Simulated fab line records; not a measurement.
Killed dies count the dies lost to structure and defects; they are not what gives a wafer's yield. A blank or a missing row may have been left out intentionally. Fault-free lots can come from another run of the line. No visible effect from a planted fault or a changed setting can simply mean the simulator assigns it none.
fab line records    flow gf180mcu
record lots=11  wafers=33  lastDay=34
route steps=602 shown CONTACT@301 M1@316
lots that met no fault: from a run of the same line without faults
startH: hours from the record's first day to the start of the lot's first wafer shown    waitH: hours since the lot's step before    " the same as in the row above    L1.1+2: several wafers, shown together as one row    - either no value or no given start    * or withheld: withheld    < > ~ a bound
route shown NAME@n: NAME is a module with steps in the file, n the number in the route of the first one    usual: mean/standard deviation of fault-free wafers    same: alike in all rows    chamber/n: place in a boat    sites: per-site readings    _std_site: standard deviation of those values    _edge_site: outer sites' mean less inner sites'    radiusMm: how far each site lies from the wafer's centre    mask NAME#n: copy n    behind: the most recent tool/chamber to have shaped the wafer    hold: why the lot went on hold/how many hours it stayed there/how the hold came to an end    device: transistor that didn't switch, given as n, p or np    end of line: tests run on the same wafers once the route is complete    step lacking rows: just its recipe    killed: dies that structure and defects cost at the first sort, which is not the same as the wafer's yield    map: a wafer's dies, x killed, . not, _ none there
set.NAME: the setting that was run; set.NAME@STEP: the one run at that earlier step    model.NAME: the simulator's own value behind a step, which no gauge read
steps of the route over a sample of lots; a table a step, a row a wafer
services: when a tool's chamber went out of use (startH, in hours from the record's first day, below 0 if earlier), for how many hours, and the reason
## steps
# step GF_CONTACT_CD_MEAS_14
# recipe targetCdNm=220
# usual cdNm=220.1/1.3
lot.wafer  tool      chamber  startH  waitH  cdNm
L565.3     cdSem-01  -        373.57  0.1    220.4
L565.4     "         -        "       "      219.7
L565.5     "         -        "       "      219.6
L566.1     cdSem-01  -        378.06  0.1    222.4
L566.3     "         -        "       "      221.9
L566.4     "         -        "       "      222.5
L567.1     cdSem-01  -        387.26  0.1    218.0
L567.3     "         -        "       "      220.3
L567.6     "         -        "       "      217.7
L568.2     cdSem-01  -        409.55  0.1    219.3
L568.3     "         -        "       "      220.5
L568.4     "         -        "       "      219.5
L575.1     cdSem-02  -        467.10  0.1    221.2
L575.4     "         -        "       "      220.0
L575.6     "         -        "       "      221.1
L579.2     cdSem-02  -        507.23  0.1    222.4
L579.5     "         -        "       "      222.3
L579.6     "         -        "       "      224.3
L581.4     cdSem-01  -        514.69  0.1    219.9
L581.5     "         -        "       "      219.7
L581.6     "         -        "       "      219.9
L582.1     cdSem-01  -        522.00  0.1    220.0
L582.2     "         -        "       "      219.0
L582.5     "         -        "       "      219.4
L583.3     cdSem-02  -        531.30  0.1    222.5
L583.4     "         -        "       "      222.9
L583.6     "         -        "       "      223.0
L584.3     cdSem-01  -        537.49  0.1    219.4
L584.4     "         -        "       "      220.1
L584.5     "         -        "       "      220.4
L587.1     cdSem-01  -        556.03  0.1    220.2
L587.2     "         -        "       "      220.5
L587.6     "         -        "       "      219.3
# step GF_CONTACT_STRIP_18
# recipe chemistry=O2/N2  powerW=1400  pressureMtorr=1500  platenTempC=250  o2FlowSccm=3000  n2FlowSccm=300  overashFraction=0.5
# usual drypumpMotorCurrentA=5.6/0.39  heaterPowerW=330/21  n2FlowSccm=299.9/0.86  oesProductAu=0.580/0.005
lot.wafer  tool            chamber  startH  waitH  drypumpMotorCurrentA  heaterPowerW  n2FlowSccm  oesProductAu  rfHoursCounterH
L565.3     plasmaAsher-04  1        373.88  -      5.4                   343           299.0       0.587         -
L565.4     "               0        "       "      5.0                   326           300.3       0.574         -
L565.5     "               0        "       "      5.0                   327           300.2       0.581         -
L566.1     plasmaAsher-02  1        378.37  -      6.0                   366           300.2       0.579         26
L566.3     "               0        "       "      5.5                   301           301.0       0.575         -
L566.4     "               1        "       "      6.0                   349           299.4       0.591         -
L567.1     plasmaAsher-04  1        387.57  -      5.4                   349           300.2       0.577         60
L567.3     "               1        "       "      5.4                   339           300.0       0.590         -
L567.6     "               1        "       "      5.4                   356           299.3       0.589         -
L568.2     plasmaAsher-02  0        409.85  -      5.5                   323           300.1       0.588         29
L568.3     "               0        "       "      5.5                   312           299.2       0.578         -
L568.4     "               1        "       "      6.0                   346           300.0       0.578         -
L575.1     plasmaAsher-01  1        467.42  -      6.1                   287           301.7       0.584         4
L575.4     "               0        "       "      5.3                   351           298.9       0.575         -
L575.6     "               0        "       "      5.3                   343           300.4       0.580         -
L579.2     plasmaAsher-02  1        507.53  -      6.0                   339           298.5       0.581         41
L579.5     "               0        "       "      5.6                   325           299.8       0.575         -
L579.6     "               1        "       "      6.0                   356           298.5       0.581         -
L581.4     plasmaAsher-02  1        514.98  -      6.0                   349           299.7       0.591         -
L581.5     "               1        "       "      6.0                   340           300.6       0.577         -
L581.6     "               0        "       "      5.5                   310           300.6       0.585         -
L582.1     plasmaAsher-04  1        522.32  -      5.4                   343           300.3       0.581         74
L582.2     "               0        "       "      4.9                   330           302.0       0.568         74
L582.5     "               1        "       "      5.4                   341           298.2       0.578         -
L583.3     plasmaAsher-04  1        531.61  -      5.4                   347           299.2       0.580         -
L583.4     "               0        "       "      4.9                   316           300.6       0.574         -
L583.6     "               1        "       "      5.4                   353           299.1       0.583         -
L584.3     plasmaAsher-01  0        537.80  -      5.3                   344           299.8       0.579         -
L584.4     "               1        "       "      6.1                   290           299.5       0.581         -
L584.5     "               1        "       "      6.1                   287           299.5       0.579         -
L587.1     plasmaAsher-02  1        556.34  -      6.0                   362           301.8       0.579         46
L587.2     "               0        "       "      5.5                   313           298.8       0.582         46
L587.6     "               0        "       "      5.5                   313           299.2       0.582         -
# step GF_CONTACT_CVD_24
# recipe material=W  targetThkNm=300  timeS=90.339  tempC=400  pressureTorr=40
# usual heaterPowerW=853/37
lot.wafer  tool     chamber  startH  waitH  heaterPowerW
L565.3     cvdW-01  1        374.29  0.1    877
L565.4     "        0        "       "      852
L565.5     "        0        "       "      868
L566.1     cvdW-02  0        378.79  0.0    866
L566.3     "        0        "       "      845
L566.4     "        1        "       "      880
L567.1     cvdW-01  1        387.97  0.0    881
L567.3     "        1        "       "      890
L567.6     "        1        "       "      888
L568.2     cvdW-02  1        410.28  0.1    897
L568.3     "        1        "       "      898
L568.4     "        1        "       "      900
L575.1     cvdW-01  0        467.83  0.0    833
L575.4     "        1        "       "      822
L575.6     "        1        "       "      784
L579.2     cvdW-02  1        507.92  0.0    919
L579.5     "        1        "       "      903
L579.6     "        0        "       "      857
L581.4     cvdW-02  1        515.48  0.1    882
L581.5     "        0        "       "      868
L581.6     "        1        "       "      891
L582.1     cvdW-01  1        522.74  0.0    805
L582.2     "        0        "       "      819
L582.5     "        1        "       "      815
L583.3     cvdW-01  0        532.11  0.1    830
L583.4     "        1        "       "      822
L583.6     "        1        "       "      828
L584.3     cvdW-01  0        538.21  0.1    825
L584.4     "        1        "       "      839
L584.5     "        0        "       "      822
L587.1     cvdW-01  0        556.76  0.0    812
L587.2     "        1        "       "      815
L587.6     "        0        "       "      855
# step GF_CONTACT_RS_MEAS_25
# recipe thkMeasGauge=four-point-probe  reads=W_of_CONTACT_CVD_24+TiN_of_CONTACT_SPUTTER_23+Ti_of_CONTACT_SPUTTER_22
# usual CONTACT_W_RS=0.384/0.0036
lot.wafer  tool          chamber  startH  waitH  CONTACT_W_RS[ohm/sq]
L565.3     filmMetro-03  -        374.39  0.1    0.383
L565.4     "             -        "       "      0.375
L565.5     "             -        "       "      0.374
L566.1     filmMetro-04  -        378.89  0.1    0.382
L566.3     "             -        "       "      0.383
L566.4     "             -        "       "      0.381
L567.1     filmMetro-03  -        388.07  0.1    0.387
L567.3     "             -        "       "      0.383
L567.6     "             -        "       "      0.385
L568.2     filmMetro-02  -        410.47  0.2    0.387
L568.3     "             -        "       "      0.385
L568.4     "             -        "       "      0.389
L575.1     filmMetro-03  -        467.93  0.1    1.485
L575.4     "             -        "       "      0.384
L575.6     "             -        "       "      0.384
L579.2     filmMetro-02  -        508.04  0.1    0.389
L579.5     "             -        "       "      0.387
L579.6     "             -        "       "      0.389
L581.4     filmMetro-02  -        515.60  0.1    0.381
L581.5     "             -        "       "      0.382
L581.6     "             -        "       "      0.379
L582.1     filmMetro-03  -        522.84  0.1    0.385
L582.2     "             -        "       "      0.390
L582.5     "             -        "       "      0.383
L583.3     filmMetro-02  -        532.22  0.1    0.377
L583.4     "             -        "       "      0.380
L583.6     "             -        "       "      0.378
L584.3     filmMetro-04  -        538.32  0.1    0.385
L584.4     "             -        "       "      0.385
L584.5     "             -        "       "      0.384
L587.1     filmMetro-02  -        556.86  0.1    0.386
L587.2     "             -        "       "      0.385
L587.6     "             -        "       "      0.382
# step GF_CONTACT_THK_MEAS_26
# recipe thkMeasGauge=xrf  reads=W_of_CONTACT_CVD_24
# usual CONTACT_W_THK=300/4
lot.wafer  tool          chamber  startH  waitH  CONTACT_W_THK[nm]
L565.3     filmMetro-03  -        374.49  0.1    303
L565.4     "             -        "       "      311
L565.5     "             -        "       "      313
L566.1     filmMetro-04  -        379.01  0.1    300
L566.3     "             -        "       "      297
L566.4     "             -        "       "      299
L567.1     filmMetro-03  -        388.19  0.1    299
L567.3     "             -        "       "      302
L567.6     "             -        "       "      300
L568.2     filmMetro-02  -        410.58  0.1    298
L568.3     "             -        "       "      301
L568.4     "             -        "       "      298
L575.1     filmMetro-03  -        468.05  0.1    80
L575.4     "             -        "       "      304
L575.6     "             -        "       "      301
L579.2     filmMetro-02  -        508.15  0.1    296
L579.5     "             -        "       "      299
L579.6     "             -        "       "      297
L581.4     filmMetro-02  -        515.69  0.1    302
L581.5     "             -        "       "      302
L581.6     "             -        "       "      304
L582.1     filmMetro-03  -        522.96  0.1    302
L582.2     "             -        "       "      300
L582.5     "             -        "       "      304
L583.3     filmMetro-02  -        532.32  0.1    304
L583.4     "             -        "       "      302
L583.6     "             -        "       "      303
L584.3     filmMetro-04  -        538.42  0.1    300
L584.4     "             -        "       "      300
L584.5     "             -        "       "      300
L587.1     filmMetro-02  -        556.98  0.1    300
L587.2     "             -        "       "      300
L587.6     "             -        "       "      303
# step GF_CONTACT_CMP_27
# recipe stopOn=SiO2  downForcePsi=3.5  platenRpm=60  tOverpolishS=15  targetThkNm=0  padVelocityMS=0.94248
# usual edgeZonePressureFrac=1.001/0.0048  headPressurePsi=3.500/0.0077  motorCurrentA=11.5/1.5  timeToEndpointS=71/3.8
lot.wafer  tool    chamber  startH  waitH  edgeZonePressureFrac  headPressurePsi  motorCurrentA  timeToEndpointS
L565.3     cmp-02  2        374.58  0.1    0.996                 3.499            13.7           73
L565.4     "       0        "       "      1.006                 3.512            10.7           71
L565.5     "       1        "       "      1.004                 3.500            9.2            75
L566.1     cmp-02  0        379.15  0.1    0.997                 3.511            10.9           71
L566.4     "       1        "       "      1.006                 3.504            9.2            70
L566.3     "       2        "       "      1.005                 3.514            14.9           71
L567.3     cmp-01  2        388.42  0.2    1.002                 3.507            10.9           66
L567.1     "       1        "       "      0.995                 3.521            12.5           66
L567.6     "       3        "       "      1.007                 3.521            10.3           69
L568.3     cmp-01  2        410.70  0.1    0.997                 3.492            10.2           69
L568.2     "       0        "       "      0.993                 3.511            12.5           71
L568.4     "       1        "       "      0.999                 3.493            11.9           71
L575.1     cmp-02  0        468.11  0.1    1.007                 3.501            11.0           16
L575.4     "       2        "       "      0.991                 3.498            14.3           74
L575.6     "       0        "       "      1.005                 3.508            11.0           69
L579.2     cmp-01  2        508.30  0.1    1.004                 3.492            10.1           67
L579.5     "       0        "       "      1.001                 3.509            13.4           68
L579.6     "       1        "       "      0.996                 3.507            12.3           68
L581.4     cmp-02  2        515.82  0.1    1.007                 3.494            15.1           72
L581.5     "       0        "       "      1.000                 3.489            11.2           69
L581.6     "       1        "       "      1.005                 3.504            9.7            71
L582.2     cmp-02  1        523.12  0.1    1.006                 3.502            9.4            71
L582.1     "       2        "       "      1.001                 3.512            14.0           71
L582.5     "       3        "       "      0.993                 3.498            11.2           80
L583.3     cmp-01  1        532.41  0.1    1.005                 3.494            12.4           73
L583.4     "       2        "       "      1.003                 3.507            10.5           69
L583.6     "       1        "       "      1.007                 3.486            12.1           74
L584.4     cmp-02  1        538.56  0.1    1.004                 3.503            9.5            69
L584.3     "       2        "       "      0.994                 3.509            15.0           66
L584.5     "       3        "       "      0.998                 3.501            11.6           72
L587.2     cmp-01  3        557.04  0.0    0.999                 3.497            10.3           79
L587.1     "       2        "       "      1.002                 3.498            10.3           73
L587.6     "       3        "       "      1.007                 3.493            10.7           78
# step GF_M1_SPUTTER_01
# recipe material=TiN  targetThkNm=30  powerW=6500  timeS=25  chamberPressurePa=0.4
# usual throttleValvePct=30.0/0.75
lot.wafer  tool           chamber  startH  waitH  throttleValvePct
L565.3     pvdSputter-03  -        374.93  0.1    29.6
L565.4     "              -        "       "      31.0
L565.5     "              -        "       "      28.7
L566.1     pvdSputter-02  -        379.50  0.1    29.4
L566.3     "              -        "       "      29.6
L566.4     "              -        "       "      29.0
L567.1     pvdSputter-02  -        388.82  0.1    29.7
L567.3     "              -        "       "      28.7
L567.6     "              -        "       "      29.0
L568.2     pvdSputter-01  -        411.10  0.1    30.6
L568.3     "              -        "       "      29.4
L568.4     "              -        "       "      30.4
L575.1     pvdSputter-01  -        468.51  0.1    30.6
L575.4     "              -        "       "      29.4
L575.6     "              -        "       "      30.8
L579.2     pvdSputter-01  -        508.60  0.1    30.7
L579.5     "              -        "       "      30.5
L579.6     "              -        "       "      31.0
L581.4     pvdSputter-01  -        516.12  0.1    30.2
L581.5     "              -        "       "      30.6
L581.6     "              -        "       "      30.2
L582.1     pvdSputter-03  -        523.42  0.1    30.7
L582.2     "              -        "       "      30.7
L582.5     "              -        "       "      30.7
L583.3     pvdSputter-02  -        532.76  0.1    30.1
L583.4     "              -        "       "      31.0
L583.6     "              -        "       "      30.8
L584.3     pvdSputter-02  -        538.86  0.1    29.6
L584.4     "              -        "       "      31.0
L584.5     "              -        "       "      29.8
L587.1     pvdSputter-01  -        557.44  0.1    30.5
L587.2     "              -        "       "      30.3
L587.6     "              -        "       "      30.5
## services
tool            chamber  startH  hours  kind
cmp-01          -        360.62  6.1    repair
cmp-01          -        365.18  20.0   repair
cmp-02          -        365.26  0.9    repair
plasmaAsher-04  -        367.09  5.4    repair
pvdSputter-03   -        367.86  0.7    repair
cmp-02          -        380.16  8.3    repair
pvdSputter-03   -        388.63  5.8    repair
cmp-01          -        388.72  5.9    pm
cvdW-01         -        390.00  14.0   pm
pvdSputter-01   -        398.24  4.9    repair
cmp-02          -        404.00  4.0    pm
plasmaAsher-04  -        406.97  2.8    pm
cvdW-02         0        409.58  4.8    repair
plasmaAsher-01  -        421.25  9.0    pm
cmp-02          -        421.93  6.7    pm
pvdSputter-03   -        426.83  0.5    repair
plasmaAsher-04  -        437.62  4.6    repair
cvdW-01         -        450.81  1.6    repair
plasmaAsher-01  -        480.20  14.6   pm
cmp-01          -        492.68  2.8    repair
pvdSputter-02   -        497.27  4.7    repair
plasmaAsher-01  -        499.75  2.3    repair
pvdSputter-01   -        533.30  1.1    repair
cvdW-02         1        552.45  15.6   repair
## key
firstSign step=GF_CONTACT_RS_MEAS_25  reading=CONTACT_W_RS  direction=up  sigmas=99+  usual=0.384  struck=1.485
effect step=GF_CONTACT_THK_MEAS_26  reading=CONTACT_W_THK  direction=down  sigmas=55  usual=300  struck=80
effect step=GF_CONTACT_CMP_27  reading=timeToEndpointS  direction=down  sigmas=14  usual=*  struck=*
metAt GF_CONTACT_CVD_24
struckLots L575
struckWafers L575.1
testerLeftOut L575
notActingAt GF_CONTACT_CD_MEAS_14,GF_CONTACT_STRIP_18,GF_M1_SPUTTER_01
onsetBetween 387.97 467.83
fault kind=processParameterDrift  tool=cvdW-01  chamber=-  onsetH=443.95  steps=GF_CONTACT_CVD_24  channel=targetThkNm  offset=-215.43  shape=step  endH=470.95  scope=struckWafersOnly  actsIn=theseRecipesOnly  stated=300
# testerLeftOut: of these lots the tester's yield and bins aren't shown, on N5 and GAA mostly nor the transistor test; their killed dies are dies lost to structure and defects alone, not to doping, threshold or leakage, so they don't give the yield
